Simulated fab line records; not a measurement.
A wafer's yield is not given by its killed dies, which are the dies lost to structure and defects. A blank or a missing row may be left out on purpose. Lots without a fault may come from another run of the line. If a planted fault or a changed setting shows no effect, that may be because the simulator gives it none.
Problem report in the 8D (eight disciplines) form, filled by code | flow sky130 | the parts of the form that need people (team, actions taken, sign-off) are left out

1. WHAT WENT WRONG
At SKY_LDD_N_IMPLANT_09, beam-energy-keV averages 17.217 over 6 wafers from 2 lots, while fault-free wafers read 20.000, standard deviation 0.0064. So: -99 or more standard deviations from the usual mean.
First seen on wafer L735.2, day 24 07:12, on implanter-01. The record has a number at this step for 36 wafers belonging to 12 lots. Rule for "out" (also "out of limits"): further than 4 standard deviations from the usual mean. The other wafers with a number count as sound.

2. WHAT IT IS, WHAT IT ISN'T
question                    | is                     | is not
which readings at this step | beam-energy-keV        | dose-ions-cm2
which lots                  | L735, L737             | L718, L719, L720, L722, L723, L724, L726, L727, L730, L741
which wafers of those lots  | all that have a number | -
read on which tools         | implanter-01           | implanter-02, implanter-03
when                        | from day 24 07:12      | up to then (27 sound wafers); but 3 sound wafers of L741 came after

3. SUSPECTS, AND WHAT RULES EACH OUT
Counting: a tool at any process step up to the reading remains a suspect when it ran all the lots that are out and ran no sound lot after the first of those.
- implanter-01 at SKY_LDD_N_IMPLANT_09: kept. All lots that are out passed through it, beginning with L735 at day 24 07:12, and no sound lot followed; its final sound lot before that point was L727 at day 20 22:46. Its own beam-energy-keV readings are out on those wafers.
Remaining after the count: implanter-01 at SKY_LDD_N_IMPLANT_09.

4. THE CAUSE (what the simulator had put in)
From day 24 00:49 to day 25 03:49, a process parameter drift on implanter-01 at SKY_LDD_N_IMPLANT_09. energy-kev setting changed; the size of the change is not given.
Counting left only this tool.

5. SEQUENCE OF EFFECTS, ordered by route
Each row: a reading where the mean over the struck wafers with a number is more than 3 standard deviations away from the usual. Readings are gone through only where the record gives a usual standard deviation; hours: the median, over the lots, of the time from a lot's start at the first step in this table giving one to that lot's start at this step; sigmas: the change measured in usual standard deviations.
hours | step                 | reading         | usual  | on struck wafers | change | sigmas
0     | SKY_LDD_N_IMPLANT_09 | beam-energy-keV | 20.000 | 17.217           | -2.783 | -99 or more
Process steps it contains:
- SKY_LDD_N_IMPLANT_09
Later steps that measure or inspect, where all struck wafers having a row at the step show a number for every such reading and not one has moved that far: SKY_LDD_N_TW_MEAS_17, SKY_LDD_HVP_TW_MEAS_10.

6. WHAT WOULD HAVE CAUGHT IT SOONER
In this record the first reading out of limits was taken at day 24 07:12, 6 hours after the fault began at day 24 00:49.
